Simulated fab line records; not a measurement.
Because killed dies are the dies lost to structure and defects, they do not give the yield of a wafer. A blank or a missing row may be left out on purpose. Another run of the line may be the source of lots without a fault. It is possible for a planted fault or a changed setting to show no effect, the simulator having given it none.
Check of tool commonality :: flow gf180mcu :: 14 lots and 42 wafers in the sample

## REASON IT WAS OPENED
At GF_VT_IMPLANT_TW_MEAS_32 the reading VT_IMPLANT_3_TW is flagged on 2 of 14 lots. Fault-free wafers read 273, with a standard deviation of 3.7.
Rule: a lot is flagged when every wafer of it that has a number lies more than 4 standard deviations from that mean, or none has a number. The rest of the lots are taken to be sound.

lot: L980
measured: day 7 04:34
on: film_metro-01
VT_IMPLANT_3_TW, wafer by wafer: 275 275 274
flag: 

lot: L982
measured: day 7 09:58
on: film_metro-03
VT_IMPLANT_3_TW, wafer by wafer: 274 274 276
flag: 

lot: L981
measured: day 7 12:30
on: film_metro-02
VT_IMPLANT_3_TW, wafer by wafer: 267 267 267
flag: 

lot: L983
measured: day 7 16:49
on: film_metro-02
VT_IMPLANT_3_TW, wafer by wafer: 267 266 267
flag: 

lot: L984
measured: day 8 02:34
on: film_metro-03
VT_IMPLANT_3_TW, wafer by wafer: 272 274 275
flag: 

lot: L985
measured: day 8 07:21
on: film_metro-03
VT_IMPLANT_3_TW, wafer by wafer: 273 275 274
flag: 

lot: L986
measured: day 8 12:33
on: film_metro-03
VT_IMPLANT_3_TW, wafer by wafer: 275 275 274
flag: 

lot: L987
measured: day 8 16:40
on: film_metro-02
VT_IMPLANT_3_TW, wafer by wafer: 266 267 266
flag: 

lot: L988
measured: day 8 22:51
on: film_metro-03
VT_IMPLANT_3_TW, wafer by wafer: 275 275 273
flag: 

lot: L989
measured: day 9 06:42
on: film_metro-03
VT_IMPLANT_3_TW, wafer by wafer: 277 277 275
flag: 

lot: L990
measured: day 9 14:28
on: film_metro-01
VT_IMPLANT_3_TW, wafer by wafer: 272 274 274
flag: 

lot: L997
measured: day 11 13:30
on: film_metro-02
VT_IMPLANT_3_TW, wafer by wafer: 30 30 30
flag: FLAGGED

lot: L999
measured: day 12 05:18
on: film_metro-01
VT_IMPLANT_3_TW, wafer by wafer: 31 31 31
flag: FLAGGED

lot: L102
measured: day 13 03:21
on: film_metro-03
VT_IMPLANT_3_TW, wafer by wafer: 277 276 276
flag: 
Average over the flagged lots: 30; offset from the usual -242, equal to -66 standard deviations.

## TOOL THAT RAN EACH LOT
The record keeps 1 process step preceding the reading, out of 602 steps on the route. Every cell lists first the tool, next ch and the chambers used by the sampled wafers, and last the start.
lot: L980
flag: 
GF_VT_IMPLANT_DEVELOP_28: litho_track-01 ch 0, day 7 04:08

lot: L982
flag: 
GF_VT_IMPLANT_DEVELOP_28: litho_track-02 ch 0, day 7 09:31

lot: L981
flag: 
GF_VT_IMPLANT_DEVELOP_28: litho_track-03 ch 0, day 7 12:04

lot: L983
flag: 
GF_VT_IMPLANT_DEVELOP_28: litho_track-01 ch 0, day 7 16:23

lot: L984
flag: 
GF_VT_IMPLANT_DEVELOP_28: litho_track-01 ch 0, day 8 02:08

lot: L985
flag: 
GF_VT_IMPLANT_DEVELOP_28: litho_track-03 ch 0, day 8 06:55

lot: L986
flag: 
GF_VT_IMPLANT_DEVELOP_28: litho_track-01 ch 0, day 8 12:07

lot: L987
flag: 
GF_VT_IMPLANT_DEVELOP_28: litho_track-01 ch 0, day 8 16:16

lot: L988
flag: 
GF_VT_IMPLANT_DEVELOP_28: litho_track-03 ch 0, day 8 22:25

lot: L989
flag: 
GF_VT_IMPLANT_DEVELOP_28: litho_track-01 ch 0, day 9 06:16

lot: L990
flag: 
GF_VT_IMPLANT_DEVELOP_28: litho_track-01 ch 0, day 9 14:02

lot: L997
flag: FLAGGED
GF_VT_IMPLANT_DEVELOP_28: litho_track-03 ch 0, day 11 13:04

lot: L999
flag: FLAGGED
GF_VT_IMPLANT_DEVELOP_28: litho_track-03 ch 0, day 12 04:52

lot: L102
flag: 
GF_VT_IMPLANT_DEVELOP_28: litho_track-01 ch 0, day 13 02:55
What the steps here do:
- GF_VT_IMPLANT_DEVELOP_28: develop time 60 s.
- GF_VT_IMPLANT_TW_MEAS_32

## FLAGGED AGAINST TOTAL, ONE TOOL AT A TIME (gauges that did the reading follow at the end)
step: GF_VT_IMPLANT_DEVELOP_28
tool: litho_track-01
lots run: 8
flagged: 0
share of the flagged lots: none
sound lots run after its first flagged lot: -

step: GF_VT_IMPLANT_DEVELOP_28
tool: litho_track-02
lots run: 1
flagged: 0
share of the flagged lots: none
sound lots run after its first flagged lot: -

step: GF_VT_IMPLANT_DEVELOP_28
tool: litho_track-03
lots run: 5
flagged: 2
share of the flagged lots: all
sound lots run after its first flagged lot: 0

step: GF_VT_IMPLANT_TW_MEAS_32
tool: film_metro-01
lots run: 3
flagged: 1
share of the flagged lots: some
sound lots run after its first flagged lot: 0

step: GF_VT_IMPLANT_TW_MEAS_32
tool: film_metro-02
lots run: 4
flagged: 1
share of the flagged lots: some
sound lots run after its first flagged lot: 0

step: GF_VT_IMPLANT_TW_MEAS_32
tool: film_metro-03
lots run: 7
flagged: 0
share of the flagged lots: none
sound lots run after its first flagged lot: -

## THE TABLE: WHAT IT ALLOWS
1 row of the table ran every flagged lot: litho_track-03 at GF_VT_IMPLANT_DEVELOP_28.
- litho_track-03 at GF_VT_IMPLANT_DEVELOP_28: 2 of its 5 lots flagged. Last sound lot L988 at day 8 22:25, first flagged lot L997 at day 11 13:04; a fault beginning in between fits.
One tool is left: litho_track-03 at GF_VT_IMPLANT_DEVELOP_28.

## WHAT THE SIMULATOR HAD PUT IN
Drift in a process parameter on litho_track-03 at GF_VT_IMPLANT_DEVELOP_28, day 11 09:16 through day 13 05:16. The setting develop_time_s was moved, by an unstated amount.
Struck lots among those shown: L997, L999. The rule above found the same.
